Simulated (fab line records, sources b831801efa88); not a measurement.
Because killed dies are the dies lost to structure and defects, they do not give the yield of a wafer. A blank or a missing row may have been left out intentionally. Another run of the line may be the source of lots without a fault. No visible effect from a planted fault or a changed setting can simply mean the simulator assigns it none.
A single fault, viewed from 2 desks    flow sfq line    each desk has only its own numbers; what lay behind them comes last

== METROLOGY DESK ==
What the gauges read for every lot (on any tool): the sampled wafers with a number, averaged. Any lot whose mean is over 4 standard deviations away from the usual mean is out of limits and marked OUT; that distance is given in the brackets.
Columns: A = M2_NB_RS at SFQ_M2_RS_MEAS_914, usual 0.891 ohm/sq
lot   first seen here  A
L825  day 24 07:07     0.888
L826  day 26 08:59     0.899
L827  day 26 11:14     0.892
L834  day 34 11:25     1.020 (+13) OUT
L835  day 34 14:58     0.884
L837  day 35 01:50     1.006 (+12) OUT
L839  day 36 01:58     0.896
L841  day 36 16:21     0.872
L843  day 37 22:29     0.907
L844  day 38 10:23     0.896
L845  day 38 15:57     0.892
L846  day 39 03:22     0.877
L847  day 39 17:45     0.905
L848  day 40 02:35     0.891
Per this desk, out of limits: L834, L837; the first was L834, day 34 11:25 (M2_NB_RS at SFQ_M2_RS_MEAS_914). Within limits: L825, L826, L827, L835, L839, L841, L843, L844, L845, L846, L847, L848.

== THE TOOL OWNER'S DESK: pvd sputter-04 ==
The tool's own readings at SFQ_TRILAYER_M2_DEP_SPUTTER_055 (material Nb, target thk 200 nm, time 133.3 s): means of the sampled wafers that have a number, for each lot that ran on this tool. Any lot whose mean is over 4 standard deviations away from the usual mean is out of limits and marked OUT; that distance is given in the brackets.
Columns: A = substrate temp c at SFQ_TRILAYER_M2_DEP_SPUTTER_055, usual 20.00 C; B = throttle valve pct at SFQ_TRILAYER_M2_DEP_SPUTTER_055, usual 29.7 %
lot   first seen here  A      B
L825  day 24 07:01     19.98  29.1
L826  day 26 08:53     20.00  28.8
L834  day 34 11:16     20.03  29.1
L837  day 35 01:40     19.95  29.9
L843  day 37 22:23     19.95  30.1
L844  day 38 10:16     20.02  29.8
L845  day 38 15:52     19.90  29.1
L848  day 40 02:30     19.92  28.1
Finding of this desk: none of the 8 lots has anything out of limits.

== BROUGHT TOGETHER ==
L834, L837 would have let the metrology desk raise an alarm at day 34 11:25.
Nothing out of limits was seen by the tool owner's desk.
The tool owner's desk has L834, L837 on record, within its limits.
The lots listed all ran SFQ_TRILAYER_M2_DEP_SPUTTER_055 on pvd sputter-04.

== WHAT THE SIMULATOR HAD INSERTED ==
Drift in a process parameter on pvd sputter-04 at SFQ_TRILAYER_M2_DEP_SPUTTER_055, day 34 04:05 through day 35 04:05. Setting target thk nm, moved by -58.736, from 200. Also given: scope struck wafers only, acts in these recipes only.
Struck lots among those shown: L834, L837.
Time in hours between the start of the fault and the first out-of-limits reading at each desk: metrology desk, 7.
